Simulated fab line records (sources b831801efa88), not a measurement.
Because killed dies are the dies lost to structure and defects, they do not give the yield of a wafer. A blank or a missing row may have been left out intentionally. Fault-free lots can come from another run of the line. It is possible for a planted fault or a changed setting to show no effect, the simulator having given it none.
What tool caused it? | flow gf180mcu | 12 lots with 36 wafers sampled at 4 steps, on a route of 602 steps

## WHAT EACH GAUGE READ, for each wafer
GF_V1_BOW_MEAS_05. Usual: V1_BOW 83 um, standard deviation 6.8.
lot  | measured     | on            | V1_BOW (um) | flag
L391 | day 17 00:51 | film_metro-02 | 84 84 81    |
L392 | day 17 09:52 | film_metro-02 | 76 82 81    |
L397 | day 19 11:23 | film_metro-03 | 87 90 86    |
L398 | day 19 19:46 | film_metro-01 | 76 78 85    |
L399 | day 20 06:10 | film_metro-01 | 84 60 77    |
L400 | day 20 12:24 | film_metro-02 | 85 83 83    |
L401 | day 21 00:11 | film_metro-03 | 62 72 74    |
L402 | day 21 05:50 | film_metro-01 | 80 83 96    |
L404 | day 22 05:26 | film_metro-02 | 77 81 81    |
L405 | day 22 10:41 | film_metro-02 | 90 86 88    |
L408 | day 23 09:08 | film_metro-02 | 92 88 93    |
L412 | day 24 17:11 | film_metro-03 | 85 71 80    |

## TOOL THAT RAN EACH LOT (tool first, then ch and the chambers of the sampled wafers, then the start)
lot  | GF_M1_SPUTTER_00             | GF_M1_METAL_ETCH_16               | GF_V1_CMP_04
L391 | pvd_sputter-02, day 16 01:10 | rie_metal-04 ch 0,1, day 16 23:36 | cmp-02 ch 0,1,3, day 17 00:32
L392 | pvd_sputter-03, day 16 10:20 | rie_metal-03 ch 0,1, day 17 08:38 | cmp-02 ch 0,2,3, day 17 09:34
L397 | pvd_sputter-02, day 18 10:10 | rie_metal-03 ch 1, day 19 10:07   | cmp-01 ch 0,2,3, day 19 11:07
L398 | pvd_sputter-04, day 18 17:43 | rie_metal-02 ch 0,1, day 19 18:29 | cmp-02 ch 0,1, day 19 19:31
L399 | pvd_sputter-03, day 19 04:31 | rie_metal-04 ch 0, day 20 04:47   | cmp-01 ch 0,1, day 20 05:50
L400 | pvd_sputter-04, day 19 10:19 | rie_metal-03 ch 0,1, day 20 11:02 | cmp-01 ch 0,1,3, day 20 12:10
L401 | pvd_sputter-03, day 19 21:40 | rie_metal-03 ch 0, day 20 22:50   | cmp-01 ch 0,2,3, day 20 23:58
L402 | pvd_sputter-04, day 20 04:18 | rie_metal-02 ch 1, day 21 04:15   | cmp-01 ch 1,2,3, day 21 05:32
L404 | pvd_sputter-04, day 21 04:11 | rie_metal-03 ch 0, day 22 04:12   | cmp-01 ch 0,1,3, day 22 05:10
L405 | pvd_sputter-04, day 21 09:41 | rie_metal-04 ch 0,1, day 22 09:20 | cmp-01 ch 0,2, day 22 10:25
L408 | pvd_sputter-04, day 22 08:26 | rie_metal-02 ch 0, day 23 07:38   | cmp-01 ch 0,1,3, day 23 08:53
L412 | pvd_sputter-02, day 23 17:18 | rie_metal-04 ch 1, day 24 15:54   | cmp-02 ch 0,2,3, day 24 16:58
- GF_M1_SPUTTER_00: material Ti, target thk 37.5 nm, time 150 s.
- GF_M1_METAL_ETCH_16: etches the open film in Cl2/BCl3, stops on SiO2, target depth 750.8 nm, time 125.1 s.
- GF_V1_CMP_04: polishes SiO2.

## WHAT THE TOOLS THEMSELVES READ (means of the sampled wafers that have a number; where no wafer has one, the mark that the record gives instead)
GF_M1_SPUTTER_00. Usual: cathode_dc_power_W 4000.0 W, standard deviation 0.75; throttle_valve_pct 30.0 %, standard deviation 1.1.
lot  | tool           | cathode_dc_power_W (W) | throttle_valve_pct (%) | flag
L391 | pvd_sputter-02 | 4000.2                 | 30.4                   |
L392 | pvd_sputter-03 | 3999.5                 | 30.3                   |
L397 | pvd_sputter-02 | 3999.6                 | 31.0                   |
L398 | pvd_sputter-04 | 4000.2                 | 30.2                   |
L399 | pvd_sputter-03 | 4001.1                 | 29.4                   |
L400 | pvd_sputter-04 | 3999.9                 | 29.3                   |
L401 | pvd_sputter-03 | 3999.1                 | 29.4                   |
L402 | pvd_sputter-04 | 4000.3                 | 28.8                   |
L404 | pvd_sputter-04 | 4000.0                 | 29.1                   |
L405 | pvd_sputter-04 | 4000.8                 | 29.6                   |
L408 | pvd_sputter-04 | 3999.3                 | 29.7                   |
L412 | pvd_sputter-02 | 3999.7                 | 31.0                   |

GF_M1_METAL_ETCH_16. Usual: drypump_motor_current_A 6.10 A, standard deviation 0.23; oes_product_au 0.988 a.u., standard deviation 0.0071; throttle_valve_pct 28.231 %, standard deviation 0.011.
lot  | tool         | drypump_motor_current_A (A) | oes_product_au (a.u.) | throttle_valve_pct (%) | flag
L391 | rie_metal-04 | 5.97                        | 0.990                 | 28.232                 |
L392 | rie_metal-03 | 6.14                        | 0.988                 | 28.228                 |
L397 | rie_metal-03 | 5.93                        | 0.975                 | 28.237                 |
L398 | rie_metal-02 | 6.05                        | 0.985                 | 28.231                 |
L399 | rie_metal-04 | 6.09                        | 0.993                 | 28.227                 |
L400 | rie_metal-03 | 6.31                        | 0.990                 | 28.226                 |
L401 | rie_metal-03 | 6.50                        | 0.992                 | 28.223                 |
L402 | rie_metal-02 | 6.18                        | 0.994                 | 28.219                 |
L404 | rie_metal-03 | 6.46                        | 0.995                 | 28.227                 |
L405 | rie_metal-04 | 5.84                        | 0.983                 | 28.236                 |
L408 | rie_metal-02 | 5.97                        | 0.988                 | 28.236                 |
L412 | rie_metal-04 | 5.71                        | 0.979                 | 28.244                 |

GF_V1_CMP_04. Usual: motor_current_A 12.4 A, standard deviation 1.1; time_to_endpoint_s 78 s, standard deviation 5.3.
lot  | tool   | motor_current_A (A) | time_to_endpoint_s (s) | flag
L391 | cmp-02 | 12.4                | 78                     |
L392 | cmp-02 | 12.8                | 72                     |
L397 | cmp-01 | 13.0                | 85                     |
L398 | cmp-02 | 12.1                | 79                     |
L399 | cmp-01 | 13.4                | 78                     |
L400 | cmp-01 | 12.1                | 75                     |
L401 | cmp-01 | 13.1                | 79                     |
L402 | cmp-01 | 11.9                | 76                     |
L404 | cmp-01 | 12.4                | 106                    | OFF
L405 | cmp-01 | 13.9                | 99                     | OFF
L408 | cmp-01 | 12.5                | 101                    | OFF
L412 | cmp-02 | 12.1                | 75                     |

## THE ANSWER, worked out from the rows above alone
Rule: a lot is off if the mean of its wafers that have a number lies more than 3 standard deviations from the usual mean. Also off: a lot with no number at a reading for which 4 or more lots have one. The other lots that the step has rows for count as sound. First the gauges in route order, then the tools' own readings, where a lot's mean is used as printed above. At the first step where some lot is off, the reading lying furthest off is the one used; lots without a number count as furthest.
Off at GF_V1_CMP_04 (time_to_endpoint_s): L404, L405, L408.
A tool fits if, at that step or a process step before it, it ran every lot that is off, and no sound lot after the first of them. Undecided on this evidence; 2 tools fit (pvd_sputter-04 at GF_M1_SPUTTER_00, cmp-01 at GF_V1_CMP_04).

## WHAT THE SIMULATOR HAD INSERTED
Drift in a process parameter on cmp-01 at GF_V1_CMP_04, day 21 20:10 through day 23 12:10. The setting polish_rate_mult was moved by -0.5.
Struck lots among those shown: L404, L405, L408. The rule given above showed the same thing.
